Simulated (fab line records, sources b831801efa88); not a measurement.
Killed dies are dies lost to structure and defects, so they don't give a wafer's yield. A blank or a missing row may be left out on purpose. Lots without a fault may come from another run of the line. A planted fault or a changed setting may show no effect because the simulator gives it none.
fab line records | flow sky130
record lots=6 wafers=18 last_day=50
route steps=708 shown METAL3@556 PAD_OPEN@708
lots that met no fault: from a run of the same line without faults
start_h: hours from the record's first day to the start of the lot's first wafer shown | wait_h: hours since the lot's step before | " the same as in the row above | L1.1+2: a row that stands for several wafers | - no value, or no start given | * or withheld: withheld | < > ~ a bound
route shown NAME@n: a module of which the file shows steps, and the number in the route of the first | usual: mean/standard deviation of fault-free wafers | same: alike in all rows | chamber/n: place in a boat | sites: the reading at each site | _std_site: their standard deviation | _edge_site: outer sites' mean less inner sites' | radius_mm: how far each site lies from the wafer's centre | mask NAME#n: copy n | behind: the tool/chamber that last shaped the wafer | hold: why the lot was held/for how many hours/how that ended | device: the transistor (n, p or np) that didn't switch | end of line: the same wafers' tests at the end of the route | a step without rows: its recipe alone | killed: dies lost to structure and defects at the first sort, not the wafer's yield | map: a wafer's dies, x killed, . not, _ none there
set.NAME: the setting as run; set.NAME@STEP: as run at that earlier step | model.NAME: the simulator's own value behind a step, which no gauge read
lots at some steps of the route; a table a step, a row a wafer
services: from which hour (start_h, from the record's first day; less than 0 if before it) a tool's chamber was out of use, for how many hours, and why
## steps
# step SKY_METAL3_HMDS_06
# recipe prime_time_s=60 prime_temp_c=120
# step SKY_METAL3_COAT_07
# recipe resist=BARC temp_c=withheld time_s=withheld spin_rpm=3000 resist_thk_nm=60
# step SKY_METAL3_COAT_08
# recipe resist=KrF-thick spin_rpm=3000 resist_thk_nm=1140
# step SKY_METAL3_SOFTBAKE_09
# recipe temp_c=100 time_s=90 resist=KrF-thick
# step SKY_METAL3_EXPOSE_10
# recipe mask_id=MM3 na=0.68 source_shape=annular sigma_inner=0.4 sigma_outer=0.8 target_cd_nm=300 dose_mj=28
# step SKY_METAL3_PEB_11
# recipe peb_temp_c=withheld peb_time_s=withheld resist=KrF-thick
# step SKY_METAL3_DEVELOP_12
# recipe develop_time_s=57.97 resist=KrF-thick dev_temp_c=21
# step SKY_METAL3_CD_MEAS_13
# recipe target_cd_nm=300
# usual cd_nm=300.1/1.3
# columns lot.wafer tool chamber start_h wait_h cd_nm
L920.3 cd_sem-01 - 932.20 - 301.9
L920.5 " - " " 301.6
L920.6 " - " " 304.1
L927.3 cd_sem-02 - 965.10 - 300.1
L927.5 " - " " 299.9
L927.6 " - " " 299.7
L929.1 cd_sem-02 - 973.96 - 300.9
L929.2 " - " " 301.5
L929.3 " - " " 301.0
L935.1 cd_sem-02 - 1031.21 - 300.6
L935.2 " - " " 299.8
L935.5 " - " " 299.1
L939.2 cd_sem-02 - 1042.70 - 300.7
L939.3 " - " " 300.1
L939.4 " - " " 300.3
L940.1 cd_sem-01 - 1043.56 - 300.7
L940.3 " - " " 300.6
L940.5 " - " " 298.8
# step SKY_METAL3_OVL_MEAS_14
# usual METAL3_OVL=4/6.2
# columns lot.wafer tool chamber start_h wait_h METAL3_OVL[nm]
L920.3 overlay-02 - 932.29 0.1 -3
L920.5 " - " " 3
L920.6 " - " " 14
L927.3 overlay-02 - 965.19 0.1 4
L927.5 " - " " 3
L927.6 " - " " 10
L929.1 overlay-01 - 974.08 0.1 5
L929.2 " - " " 6
L929.3 " - " " 13
L935.1 overlay-02 - 1031.33 0.1 1
L935.2 " - " " 5
L935.5 " - " " 5
L939.2 overlay-01 - 1042.80 0.1 9
L939.3 " - " " 5
L939.4 " - " " 3
L940.1 overlay-01 - 1043.68 0.1 2
L940.3 " - " " -9
L940.5 " - " " -1
# step SKY_METAL3_DESCUM_15
# recipe chemistry=O2 source_power_w=150 bias_power_w=0 pressure_mtorr=10 temp_c=40 time_s=8
# usual drypump_motor_current_A=5.72/0.27 oes_product_au=0.996/0.01
# columns lot.wafer tool chamber start_h wait_h drypump_motor_current_A oes_product_au rf_hours_counter_h
L920.3 rie_metal-03 1 932.32 0.0 5.88 0.984 -
L920.5 " 0 " " 6.01 0.998 -
L920.6 " 1 " " 5.90 1.001 -
L927.3 rie_metal-04 1 965.22 0.0 5.78 0.999 -
L927.5 " 1 " " 5.81 0.996 -
L927.6 " 0 " " 5.46 0.979 -
L929.1 rie_metal-04 1 974.12 0.0 5.81 0.997 5
L929.2 " 0 " " 5.41 0.981 17
L929.3 " 0 " " 5.40 0.982 -
L935.1 rie_metal-04 1 1031.36 0.0 5.83 1.014 8
L935.2 " 0 " " 5.43 0.997 20
L935.5 " 0 " " 5.40 0.998 -
L939.2 rie_metal-04 1 1042.83 0.0 5.81 1.001 9
L939.3 " 1 " " 5.86 0.993 -
L939.4 " 0 " " 5.41 0.992 -
L940.1 rie_metal-01 0 1043.71 0.0 6.14 1.020 9
L940.3 " 1 " " 5.50 0.985 -
L940.5 " 0 " " 6.17 1.009 -
# step SKY_METAL3_ETCH_16
# recipe chemistry=N2/H2 target=BARC ion_energy_ev=200 bias_w=100 pressure_mtorr=30 n2_flow_sccm=100 h2_flow_sccm=200 icp_w=500 stop_on=SiO2 time_s=88.2 target_depth_a=600
# usual bias_w=99.97/0.29 drypump_motor_current_A=5.72/0.27 oes_product_au=0.626/0.0047 throttle_valve_pct=13.204/0.0088
# columns lot.wafer tool chamber start_h wait_h bias_w drypump_motor_current_A oes_product_au rf_hours_counter_h throttle_valve_pct
L920.3 rie_metal-03 1 932.38 0.0 99.77 5.85 0.628 - 13.213
L920.5 " 0 " " 100.05 6.02 0.626 - 13.189
L920.6 " 1 " " 99.71 5.86 0.628 - 13.201
L927.3 rie_metal-04 1 965.28 0.0 100.03 5.82 0.627 - 13.199
L927.5 " 1 " " 100.08 5.83 0.621 - 13.213
L927.6 " 0 " " 100.56 5.39 0.623 - 13.200
L929.1 rie_metal-04 1 974.15 0.0 99.76 5.80 0.629 5 13.222
L929.2 " 0 " " 100.16 5.42 0.625 17 13.209
L929.3 " 0 " " 100.06 5.45 0.621 - 13.189
L935.1 rie_metal-04 1 1031.40 0.0 99.52 5.83 0.619 8 13.206
L935.2 " 0 " " 99.71 5.41 0.638 20 13.207
L935.5 " 0 " " 99.68 5.40 0.620 - 13.207
L939.2 rie_metal-04 1 1042.87 0.0 100.12 5.83 0.630 9 13.218
L939.3 " 1 " " 100.34 5.83 0.627 - 13.213
L939.4 " 0 " " 99.62 5.40 0.634 - 13.215
L940.1 rie_metal-01 0 1043.75 0.0 100.39 6.12 0.624 9 13.207
L940.3 " 1 " " 99.87 5.52 0.622 - 13.209
L940.5 " 0 " " 99.90 6.15 0.620 - 13.224
# step SKY_METAL3_ETCH_17
# recipe target=SiO2 stop_on=TiN chemistry=C4F8/O2/Ar source_w=1500 bias_w=1200 pressure_mtorr=40 c4f8_flow_sccm=withheld O2_flow_sccm=6 Ar_flow_sccm=300 time_s=3.9 target_depth_a=150
# usual bias_w=1200/3.1 oes_product_au=0.752/0.0075
# columns lot.wafer tool chamber start_h wait_h bias_w oes_product_au rf_hours_counter_h
L920.3 rie_diel-01 2 932.45 0.0 1196 0.757 -
L920.5 " 0 " " 1204 0.756 -
L920.6 " 2 " " 1200 0.754 -
L927.3 rie_diel-01 0 965.34 0.0 1199 0.751 18
L927.5 " 1 " " 1198 0.747 -
L927.6 " 2 " " 1199 0.737 -
L929.1 rie_diel-01 2 974.25 0.1 1201 0.747 23
L929.2 " 3 " " 1199 0.756 24
L929.3 " 0 " " 1198 0.759 18
L935.1 rie_diel-03 3 1031.49 0.1 1203 0.741 24
L935.2 " 1 " " 1193 0.744 19
L935.5 " 2 " " 1201 0.751 -
L939.2 rie_diel-04 0 1042.96 0.1 1197 0.748 6
L939.3 " 2 " " 1201 0.764 9
L939.4 " 3 " " 1206 0.757 20
L940.1 rie_diel-01 2 1043.84 0.1 1197 0.757 25
L940.3 " 0 " " 1206 0.752 20
L940.5 " 3 " " 1198 0.757 -
# step SKY_METAL3_METAL_ETCH_18
# recipe target_depth_a=8450 stop_on=SiO2 over_etch_frac=0.3 time_s=183.1 chemistry=Cl2/BCl3 resist_sidewall_deg=88 pressure_mtorr=10 icp_w=900 bias_w=48.5 Cl2_flow_sccm=60 bcl3_flow_sccm=30
# usual bias_w=48.49/0.15 drypump_motor_current_A=5.86/0.22 oes_product_au=0.867/0.0059 throttle_valve_pct=22.265/0.0087
# columns lot.wafer tool chamber start_h wait_h bias_w drypump_motor_current_A oes_product_au rf_hours_counter_h throttle_valve_pct
L920.3 rie_metal-01 0 932.59 0.1 48.71 6.14 0.878 - 22.256
L920.5 " 0 " " 48.58 6.11 0.862 - 22.269
L920.6 " 0 " " 48.42 6.17 0.866 - 22.251
L927.3 rie_metal-01 1 965.42 0.1 48.55 5.48 0.853 - 22.264
L927.5 " 1 " " 48.52 5.49 0.870 - 22.267
L927.6 " 0 " " 46.87 6.11 0.868 - 22.280
L929.1 rie_metal-01 1 974.27 0.0 48.29 5.50 0.859 1 22.265
L929.2 " 0 " " 47.38 6.11 0.857 5 22.265
L929.3 " 0 " " 47.33 6.13 0.859 - 22.268
L935.1 rie_metal-03 0 1031.51 0.0 48.41 6.01 0.866 9 22.269
L935.2 " 1 " " 48.49 5.86 0.869 13 22.275
L935.5 " 0 " " 48.50 5.99 0.865 - 22.259
L939.2 rie_metal-03 0 1042.98 0.0 48.35 6.00 0.861 10 22.275
L939.3 " 1 " " 48.39 5.85 0.867 - 22.268
L939.4 " 0 " " 48.53 6.01 0.875 - 22.276
L940.1 rie_metal-04 0 1043.86 0.0 48.39 5.44 0.864 21 22.282
L940.3 " 1 " " 48.41 5.81 0.864 - 22.267
L940.5 " 0 " " 48.59 5.41 0.880 - 22.261
# step SKY_METAL3_STRIP_19
# recipe chemistry=O2/N2 power_w=1400 pressure_mtorr=1500 platen_temp_c=withheld o2_flow_sccm=3000 n2_flow_sccm=300 overash_fraction=0.5
# usual drypump_motor_current_A=5.6/0.47 oes_product_au=0.502/0.0056 strip_time_to_endpoint_s=6.51/0.064
# columns lot.wafer tool chamber start_h wait_h drypump_motor_current_A oes_product_au rf_hours_counter_h strip_time_to_endpoint_s
L920.3 plasma_asher-04 0 932.86 0.2 6.2 0.491 - 6.42
L920.5 " 0 " " 6.2 0.510 - 6.52
L920.6 " 1 " " 4.8 0.490 - 6.47
L927.3 plasma_asher-03 1 965.57 0.1 5.4 0.491 - 6.52
L927.5 " 0 " " 5.3 0.499 - 6.56
L927.6 " 1 " " 5.4 0.515 - 6.61
L929.1 plasma_asher-02 1 974.44 0.1 6.1 0.508 22 6.58
L929.2 " 0 " " 5.7 0.508 22 6.62
L929.3 " 0 " " 5.7 0.505 - 6.63
L935.1 plasma_asher-04 0 1031.69 0.1 6.2 0.494 57 6.41
L935.2 " 1 " " 4.8 0.503 57 6.51
L935.5 " 1 " " 4.8 0.499 - 6.46
L939.2 plasma_asher-03 1 1043.16 0.1 5.4 0.499 89 6.47
L939.3 " 0 " " 5.3 0.495 - 6.50
L939.4 " 1 " " 5.4 0.500 - 6.46
L940.1 plasma_asher-03 0 1044.04 0.1 5.3 0.510 89 6.60
L940.3 " 1 " " 5.4 0.502 - 6.55
L940.5 " 1 " " 5.4 0.504 - 6.63
# step SKY_PAD_OPEN_PROBE_99
# usual defect_limited_yield=82.6/1.9 killed_at_M0_to_M3=43/7.1 killed_at_M4_up=3.0/1.6 killed_at_contacts=24/5.3 killed_at_front_end=16/4.1 killed_at_other=0.5/0.82 killed_dies=86/9.4 killed_open=46/6.9 killed_short=39/6.5 sort_bin_3_pad_short=0.9/0.45 sort_bin_5_function=10.3/1.5 sort_bin_6_memory=6.2/1.1 sort_n_pass=406/9.4 sort_yield_pct=82.6/1.9
# same gross_dies=492 killed_at_back_side=0 sort_bin_4_leakage[%]=0 sort_bin_8_speed[%]=0
# columns lot.wafer tool chamber start_h wait_h defect_limited_yield[%] killed_at_M0_to_M3 killed_at_M4_up killed_at_contacts killed_at_front_end killed_at_other killed_dies killed_open killed_short sort_bin_3_pad_short[%] sort_bin_5_function[%] sort_bin_6_memory[%] sort_n_pass sort_yield_pct[%]
L920.3 prober-02 - 1100.92 0.2 82.1 47 2 17 21 1 88 50 38 1.0 10.4 6.5 404 82.1
L920.5 prober-02 - 1101.02 0.2 82.5 37 2 28 19 0 86 50 36 0.4 10.4 6.7 406 82.5
L920.6 prober-02 - 1101.07 0.2 82.3 40 3 24 20 0 87 41 46 1.4 10.6 5.7 405 82.3
L927.3 prober-02 - 1130.04 0.2 83.9 40 5 22 12 0 79 46 32 0.8 10.4 4.9 413 83.9
L927.5 prober-02 - 1130.14 0.2 83.3 45 2 17 18 0 82 38 44 1.0 10.0 5.7 410 83.3
L927.6 prober-02 - 1130.19 0.2 83.7 42 2 20 15 1 80 31 48 1.2 8.9 6.1 412 83.7
L929.1 prober-02 - 1138.96 0.1 81.3 50 3 24 15 0 92 54 38 1.8 10.6 6.3 400 81.3
L929.2 prober-02 - 1139.01 0.1 82.3 43 2 25 17 0 87 42 45 1.0 9.8 6.9 405 82.3
L929.3 prober-02 - 1139.06 0.2 85.4 40 1 19 11 1 72 38 34 0.2 9.3 5.1 420 85.4
L935.1 prober-01 - 1180.72 0.1 80.9 42 3 26 22 1 94 56 35 1.4 12.2 5.5 398 80.9
L935.2 prober-01 - 1180.77 0.1 84.1 48 2 19 9 0 78 51 25 0.8 10.8 4.3 414 84.1
L935.5 prober-01 - 1180.92 0.2 83.1 43 0 26 14 0 83 47 35 0.4 12.0 4.5 409 83.1
L940.1 prober-02 - 1189.92 0.1 81.9 42 1 25 20 1 89 44 45 1.8 10.4 5.9 403 81.9
L940.3 prober-02 - 1190.02 0.2 80.9 41 3 29 20 1 94 53 41 0.6 12.0 6.5 398 80.9
L940.5 prober-02 - 1190.12 0.2 82.9 40 2 20 22 0 84 36 48 1.6 10.4 5.1 408 82.9
L939.2 prober-01 - 1190.58 0.1 84.6 37 5 21 13 0 76 34 41 0.8 7.7 6.9 416 84.6
L939.3 prober-01 - 1190.63 0.2 86.6 23 1 23 19 0 66 34 32 1.4 6.9 5.1 426 86.6
L939.4 prober-01 - 1190.68 0.2 83.7 36 4 22 18 0 80 41 39 1.2 9.8 5.3 412 83.7
# killed by level:class
L920.3 VIA1:geometric_particle:open=10 CONTACT:geometric_particle:open=8 POLY_GATE:geometric_particle:open=7 VIA3:geometric_particle:open=7 FIELD_ISO:geometric_particle:short=6 VIA2:geometric_particle:open=6 METAL1:geometric_particle:short=6 FIELD_ISO:geometric_particle:open=5
L920.5 LI_CONTACT:geometric_particle:open=9 VIA1:geometric_particle:open=9 CONTACT:geometric_particle:open=8 METAL1:geometric_particle:short=6 CONTACT:geometric_particle:short=6 VIA2:geometric_particle:open=6 FIELD_ISO:geometric_particle:open=5 POLY_GATE:geometric_particle:short=4
L920.6 METAL2:geometric_particle:short=10 POLY_GATE:geometric_particle:open=7 LOCAL_INTERCONNECT:geometric_particle:short=7 CONTACT:geometric_particle:short=7 VIA3:geometric_particle:open=7 VIA1:geometric_particle:open=7 CONTACT:geometric_particle:open=6 FIELD_ISO:geometric_particle:short=4
L927.3 CONTACT:geometric_particle:open=8 VIA1:geometric_particle:open=8 METAL2:geometric_particle:short=7 CONTACT:geometric_particle:short=6 VIA3:geometric_particle:open=6 LI_CONTACT:geometric_particle:open=4 METAL1:geometric_particle:short=4 METAL2:geometric_particle:open=4
L927.5 VIA3:geometric_particle:open=9 VIA1:geometric_particle:open=7 METAL1:geometric_particle:short=7 FIELD_ISO:geometric_particle:open=6 VIA3:geometric_particle:short=6 FIELD_ISO:geometric_particle:short=5 POLY_GATE:geometric_particle:short=5 LI_CONTACT:geometric_particle:open=5
L927.6 VIA1:geometric_particle:open=10 POLY_GATE:geometric_particle:short=9 METAL1:geometric_particle:short=8 LOCAL_INTERCONNECT:geometric_particle:short=6 METAL2:geometric_particle:short=6 VIA1:geometric_particle:short=5 LI_CONTACT:geometric_particle:open=4 VIA2:geometric_particle:open=4
L929.1 VIA1:geometric_particle:open=14 LI_CONTACT:geometric_particle:open=10 VIA3:geometric_particle:open=10 LOCAL_INTERCONNECT:geometric_particle:short=8 METAL2:geometric_particle:short=6 METAL1:geometric_particle:short=4 POLY_GATE:geometric_particle:open=4 VIA1:geometric_particle:short=4
L929.2 VIA1:geometric_particle:open=12 METAL1:geometric_particle:short=9 FIELD_ISO:geometric_particle:short=8 LI_CONTACT:geometric_particle:open=8 CONTACT:geometric_particle:open=8 VIA2:geometric_particle:short=7 METAL2:geometric_particle:short=6 FIELD_ISO:geometric_particle:open=4
L929.3 VIA3:geometric_particle:open=10 LI_CONTACT:geometric_particle:open=6 LOCAL_INTERCONNECT:geometric_particle:short=6 METAL2:geometric_particle:short=6 POLY_GATE:geometric_particle:open=4 VIA1:geometric_particle:short=4 METAL1:geometric_particle:short=4 VIA2:geometric_particle:open=4
L935.1 CONTACT:geometric_particle:open=11 VIA3:geometric_particle:open=7 FIELD_ISO:geometric_particle:open=6 LI_CONTACT:geometric_particle:open=6 METAL2:geometric_particle:short=6 VIA2:geometric_particle:open=6 POLY_GATE:geometric_particle:open=5 VIA1:geometric_particle:open=5
L935.2 VIA3:geometric_particle:open=12 VIA1:geometric_particle:open=9 CONTACT:geometric_particle:open=8 VIA2:geometric_particle:open=8 LI_CONTACT:geometric_particle:open=6 METAL2:geometric_particle:short=5 VIA1:geometric_particle:short=4 POLY_GATE:geometric_particle:short=3
L935.5 VIA3:geometric_particle:open=11 VIA2:geometric_particle:open=9 LI_CONTACT:geometric_particle:short=8 CONTACT:geometric_particle:open=8 LI_CONTACT:geometric_particle:open=5 VIA1:geometric_particle:open=5 METAL2:geometric_particle:short=5 FIELD_ISO:geometric_particle:short=4
L940.1 VIA1:geometric_particle:open=12 CONTACT:geometric_particle:open=9 POLY_GATE:geometric_particle:short=8 CONTACT:geometric_particle:short=7 VIA2:geometric_particle:open=7 FIELD_ISO:geometric_particle:short=5 LOCAL_INTERCONNECT:geometric_particle:short=4 METAL1:geometric_particle:short=4
L940.3 CONTACT:geometric_particle:open=11 VIA1:geometric_particle:open=9 METAL2:geometric_particle:short=7 FIELD_ISO:geometric_particle:open=6 POLY_GATE:geometric_particle:open=6 CONTACT:geometric_particle:short=6 VIA3:geometric_particle:open=6 LI_CONTACT:geometric_particle:open=5
L940.5 POLY_GATE:geometric_particle:short=10 CONTACT:geometric_particle:open=7 VIA2:geometric_particle:open=6 METAL2:geometric_particle:short=6 VIA1:geometric_particle:open=6 CONTACT:geometric_particle:short=5 VIA2:geometric_particle:short=5 FIELD_ISO:geometric_particle:short=4
L939.2 METAL2:geometric_particle:short=11 VIA1:geometric_particle:open=10 CONTACT:geometric_particle:short=7 CONTACT:geometric_particle:open=5 FIELD_ISO:geometric_particle:short=4 LI_CONTACT:geometric_particle:open=4 VIA2:geometric_particle:open=4 METAL4:geometric_particle:short=4
L939.3 POLY_GATE:geometric_particle:open=6 CONTACT:geometric_particle:open=6 FIELD_ISO:geometric_particle:short=5 FIELD_ISO:geometric_particle:open=5 CONTACT:geometric_particle:short=5 LI_CONTACT:geometric_particle:open=4 LOCAL_INTERCONNECT:geometric_particle:short=4 VIA2:geometric_particle:open=4
L939.4 VIA1:geometric_particle:open=12 CONTACT:geometric_particle:open=9 METAL2:geometric_particle:short=7 POLY_GATE:geometric_particle:open=5 POLY_GATE:geometric_particle:short=5 LI_CONTACT:geometric_particle:open=5 VIA3:geometric_particle:open=5 FIELD_ISO:geometric_particle:short=4
## services
# columns tool chamber start_h hours kind
rie_diel-04 3 917.56 2.6 repair
rie_diel-03 2 922.08 7.6 repair
rie_diel-01 1 923.72 35.9 repair
rie_metal-01 1 924.87 - clean
rie_metal-01 1 924.87 24.3 scheduled_down
rie_metal-01 1 924.87 24.3 vent_cycle
rie_diel-01 3 929.30 3.8 repair
rie_metal-01 - 937.59 0.2 repair
rie_diel-03 0 940.57 6.7 repair
rie_metal-04 - 942.68 8.9 repair
plasma_asher-04 - 948.38 13.0 repair
rie_diel-04 2 955.73 6.2 repair
rie_diel-03 1 986.50 19.7 repair
rie_diel-03 0 1002.15 3.8 repair
rie_metal-03 - 1008.49 0.6 repair
rie_diel-01 2 1009.52 1.7 repair
rie_diel-01 2 1024.27 2.8 repair
## key
first_sign step=SKY_METAL3_METAL_ETCH_18 reading=bias_w direction=down sigmas=8.6 usual=48.49 struck=47.19
effect none on later readings
met_at SKY_METAL3_METAL_ETCH_18
struck_wafers L927.6,L929.2,L929.3
onset_between 932.59 965.42
fault kind=process_parameter_drift tool=rie_metal-01 chamber=0 onset_h=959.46 steps=SKY_METAL3_METAL_ETCH_18 channel=bias_w offset=-1.4512 shape=step end_h=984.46 acts_in=these_recipes_only stated=48.5
